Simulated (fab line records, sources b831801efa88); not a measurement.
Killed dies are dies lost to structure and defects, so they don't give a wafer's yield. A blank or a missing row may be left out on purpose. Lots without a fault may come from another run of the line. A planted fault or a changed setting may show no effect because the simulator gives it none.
Which tool did it? | flow gf180mcu | 6 lots, 18 wafers sampled, at 1 step of a route of 602

WHAT THE GAUGES READ, wafer by wafer
GF_CONTACT_OVL_MEAS_15.
lot  | measured     | on         | CONTACT_OVL (nm)
L102 | day 16 11:15 | overlay-01 | -4 1 -3
L105 | day 17 13:09 | overlay-01 | -3 -4 -3
L115 | day 21 09:32 | overlay-01 | 7 3 4
L117 | day 21 23:05 | overlay-02 | 3 7 6
L121 | day 23 05:35 | overlay-01 | 11 17 13
L123 | day 23 22:02 | overlay-01 | 0 -7 -8

WHICH TOOL RAN EACH LOT (tool, then ch and the chambers of the sampled wafers, then the start)
The record holds no process step before these readings.

THE ANSWER, worked out from the rows above alone
Rule: what is usual is taken from the lots themselves. Put in order of their means at a reading, lots are off if they are a third of the lots or fewer, leave a main group of 4 or more, and stand apart from it by a gap of 3 or more times the standard deviation of the main group's means; of several such gaps the widest counts. A main group whose means are all the same, to the digits that the tables above print for the reading, isn't used. A lot without any number at a reading at which 4 lots or more have one is off too. The other lots that the step has rows for count as sound.
No lot is off at any reading shown: from this, nothing can be told.

WHAT THE SIMULATOR HAD PUT IN
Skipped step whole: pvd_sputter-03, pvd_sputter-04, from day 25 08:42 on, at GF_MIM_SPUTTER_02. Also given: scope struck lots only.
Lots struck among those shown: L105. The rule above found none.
